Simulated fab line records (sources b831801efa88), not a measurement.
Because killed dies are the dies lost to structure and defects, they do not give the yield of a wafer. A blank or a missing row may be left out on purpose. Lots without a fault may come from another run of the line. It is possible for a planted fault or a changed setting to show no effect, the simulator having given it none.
Which tool did it? ; flow gf180mcu ; 12 lots with 36 wafers sampled at 6 steps, on a route of 602 steps

## WHAT THE GAUGES READ, wafer by wafer
GF_VT_IMPLANT_RS_MEAS_46: measures by four-point-probe. Usual: for MVSD_RS the level is 456.5 ohm/sq and the standard deviation is 1.
lot;measured;on;MVSD_RS (ohm/sq);flag
L544;day 7 16:17;filmMetro-01;456.0 456.7 457.6;
L545;day 8 11:44;filmMetro-01;456.1 456.7 456.3;
L548;day 8 18:51;filmMetro-01;457.1 457.0 457.3;
L550;day 9 03:28;filmMetro-04;455.3 455.5 455.7;
L549;day 9 05:20;filmMetro-01;456.3 456.3 457.1;
L555;day 10 10:24;filmMetro-03;457.1 458.8 456.9;
L558;day 11 11:40;filmMetro-01;454.6 455.1 454.9;
L559;day 11 15:10;filmMetro-03;443.0 444.6 444.3 443.6 443.6 443.1;OFF
L562;day 12 11:25;filmMetro-01;445.9 444.4 445.2 445.6 444.6 445.8;OFF
L563;day 12 19:06;filmMetro-01;459.0 459.0 457.9;
L564;day 13 01:53;filmMetro-03;455.7 454.8 455.0;
L565;day 13 09:33;filmMetro-03;455.1 456.0 455.4;

GF_VT_IMPLANT_RS_MEAS_47: measures by four-point-probe. Usual: for NWELL_RS the level is 487.6 ohm/sq and the standard deviation is 1.2.
lot;measured;on;NWELL_RS (ohm/sq);flag
L544;day 7 16:24;filmMetro-01;488.6 488.6 488.2;
L545;day 8 11:52;filmMetro-01;490.3 489.9 488.9;
L548;day 8 18:58;filmMetro-01;487.8 488.7 488.2;
L550;day 9 03:35;filmMetro-04;488.3 487.3 488.4;
L549;day 9 05:28;filmMetro-01;488.7 489.9 489.1;
L555;day 10 10:31;filmMetro-03;486.5 487.2 488.0;
L558;day 11 11:47;filmMetro-01;487.3 488.1 487.8;
L559;day 11 17:32;filmMetro-03;485.6 485.6 486.3;
L562;day 12 14:23;filmMetro-01;487.8 487.3 487.5;
L563;day 12 19:13;filmMetro-01;487.4 488.8 487.0;
L564;day 13 02:01;filmMetro-03;487.2 487.3 486.8;
L565;day 13 09:40;filmMetro-03;488.0 486.2 487.3;

GF_V5_THK_MEAS_01. Usual: for V5_CVD_00_THK the level is 299 nm and the standard deviation is 4.3.
lot;measured;on;V5_CVD_00_THK (nm);flag
L544;day 26 08:13;filmMetro-04;294 304 296;
L545;day 27 07:26;filmMetro-02;295 296 294;
L548;day 27 22:37;filmMetro-04;298 303 298;
L550;day 28 03:04;filmMetro-01;298 299 302;
L549;day 28 05:53;filmMetro-04;291 304 292;
L555;day 29 11:04;filmMetro-02;301 296 300;
L558;day 30 13:13;filmMetro-02;304 292 294;
L559;day 30 19:52;filmMetro-02;303 300 295;
L562;day 31 18:23;filmMetro-01;292 299 291;
L563;day 32 01:17;filmMetro-02;295 297 299;
L564;day 32 05:04;filmMetro-01;302 303 303;
L565;day 32 14:08;filmMetro-01;300 305 302;

## WHICH TOOL RAN EACH LOT (tool, then ch and the chambers of the sampled wafers, then the start)
lot;GF_MVSD_IMPLANT_09;GF_V2_SPUTTER_21;GF_V3_ETCH_17
L544;implanter-01 ch 0, day 4 13:51;pvdSputter-03, day 20 07:08;rieDiel-04 ch 0,1,2, day 26 08:13 or earlier
L545;implanter-02 ch 0, day 5 06:46;pvdSputter-03, day 21 10:27;rieDiel-03 ch 0,1, day 27 07:26 or earlier
L548;implanter-02 ch 0, day 5 13:12;pvdSputter-03, day 22 03:41;rieDiel-01 ch 1,2,3, day 27 22:37 or earlier
L550;implanter-03 ch 0, day 5 20:20;pvdSputter-02, day 22 07:55;rieDiel-03 ch 1,2,3, day 28 03:04 or earlier
L549;implanter-01 ch 0, day 5 21:54;pvdSputter-02, day 22 10:22;rieDiel-04 ch 0,2,3, day 28 05:53 or earlier
L555;implanter-01 ch 0, day 7 00:18;pvdSputter-02, day 23 22:34;rieDiel-04 ch 1,2,3, day 29 11:04 or earlier
L558;implanter-01 ch 0, day 7 21:50;pvdSputter-03, day 25 04:20;rieDiel-03 ch 0,2,3, day 30 13:13 or earlier
L559;implanter-02 ch 0, day 8 00:47;pvdSputter-02, day 25 10:50;rieDiel-04 ch 0,2,3, day 30 19:52 or earlier
L562;implanter-02 ch 0, day 8 18:17;pvdSputter-03, day 26 14:43;rieDiel-01 ch 0,1,3, day 31 18:23 or earlier
L563;implanter-01 ch 0, day 8 23:46;pvdSputter-02, day 26 23:21;rieDiel-01 ch 0,2, day 32 01:17 or earlier
L564;implanter-03 ch 0, day 9 05:24;pvdSputter-02, day 27 04:55;rieDiel-04 ch 0,1, day 32 05:04 or earlier
L565;implanter-01 ch 0, day 9 12:14;pvdSputter-04, day 27 15:02;rieDiel-04 ch 0,1,3, day 32 14:08 or earlier
- GF_MVSD_IMPLANT_09
- GF_V2_SPUTTER_21: material Ti, target thk 15 nm, time 80.02 s.
- GF_V3_ETCH_17: etches SiO2 in C4F8/O2/Ar, stops on TiN, target depth 635 nm.

## AS READ BY THE TOOLS THEMSELVES (means over the sampled wafers that have a number; for cases with no such wafer, the mark the record gives instead)
GF_MVSD_IMPLANT_09. Usual: beamOnS 9.99 s, standard deviation 0.2; doseIonsCm2 5e+12, standard deviation 5.9e+09; faradayCurrentUA 28.2, standard deviation 0.55.
lot;tool;beamOnS (s);doseIonsCm2;faradayCurrentUA;flag
L544;implanter-01;10.08;5e+12;28.0;
L545;implanter-02;10.19;5e+12;27.7;
L548;implanter-02;10.11;5e+12;27.7;
L550;implanter-03;9.97;5e+12;28.2;
L549;implanter-01;10.02;5e+12;28.1;
L555;implanter-01;10.10;5e+12;28.0;
L558;implanter-01;10.17;5e+12;27.7;
L559;implanter-02;11.72;5e+12;23.9;OFF
L562;implanter-02;11.53;5e+12;24.5;OFF
L563;implanter-01;10.04;5e+12;28.1;
L564;implanter-03;10.05;5e+12;28.0;
L565;implanter-01;10.09;5e+12;28.0;

GF_V2_SPUTTER_21. Usual: substrateTempC 200.01 C, standard deviation 0.17; throttleValvePct 29.7 %, standard deviation 1.4.
lot;tool;substrateTempC (C);throttleValvePct (%);flag
L544;pvdSputter-03;200.15;30.0;
L545;pvdSputter-03;200.02;28.7;
L548;pvdSputter-03;200.16;28.2;
L550;pvdSputter-02;200.06;28.4;
L549;pvdSputter-02;199.88;28.4;
L555;pvdSputter-02;200.09;28.4;
L558;pvdSputter-03;199.99;28.5;
L559;pvdSputter-02;200.14;30.8;
L562;pvdSputter-03;200.19;30.1;
L563;pvdSputter-02;200.04;29.7;
L564;pvdSputter-02;199.87;29.5;
L565;pvdSputter-04;200.28;31.0;

GF_V3_ETCH_17. Usual: oesProductAu 0.856 a.u., standard deviation 0.0051.
lot;tool;oesProductAu (a.u.);flag
L544;rieDiel-04;0.851;
L545;rieDiel-03;0.857;
L548;rieDiel-01;0.862;
L550;rieDiel-03;0.857;
L549;rieDiel-04;0.858;
L555;rieDiel-04;0.860;
L558;rieDiel-03;0.858;
L559;rieDiel-04;0.855;
L562;rieDiel-01;0.857;
L563;rieDiel-01;0.856;
L564;rieDiel-04;0.855;
L565;rieDiel-04;0.857;

## THE ANSWER, worked out from the rows above alone
Rule: a lot counts as off when the mean over its wafers that have a number is more than 3 standard deviations away from the usual mean. Also off: a lot with no number at a reading for which 4 or more lots have one. Any other lot the step has rows for is counted as sound. The gauges are gone through in route order, then the tools' own readings, and for those a lot's mean is taken as printed above. The first step at which some lot is off is used, and at that step the reading that is off furthest; a lot without a number counts as furthest.
Off: L559, L562, at GF_VT_IMPLANT_RS_MEAS_46 (MVSD_RS).
If a tool, at a process step before that reading, ran all the lots that are off and no sound lot after the first of them, it fits. Not tried: the gauges at GF_VT_IMPLANT_RS_MEAS_46; whatever is off there is also off at GF_MVSD_IMPLANT_09, on other tools, and gauge error can't account for it. One fits: implanter-02 at GF_MVSD_IMPLANT_09. Its last sound lot is L548 (day 5 13:12), its first lot that is off L559 (day 8 00:47): a fault that began between those two fits.
The tool's own readings at GF_MVSD_IMPLANT_09 bear it out: on the lots that are off they differ by more than 5 times the standard deviation of the sound lots' means. beamOnS reads 11.62 s there against 10.08 s on the sound lots; faradayCurrentUA reads 24.2 there against 27.9 on the sound lots.

## WHAT HAD BEEN PUT IN BY THE SIMULATOR
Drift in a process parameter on implanter-02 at GF_MVSD_IMPLANT_09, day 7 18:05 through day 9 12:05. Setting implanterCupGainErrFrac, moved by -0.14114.
Struck lots among those shown: L559, L562. The same result came from the rule above.
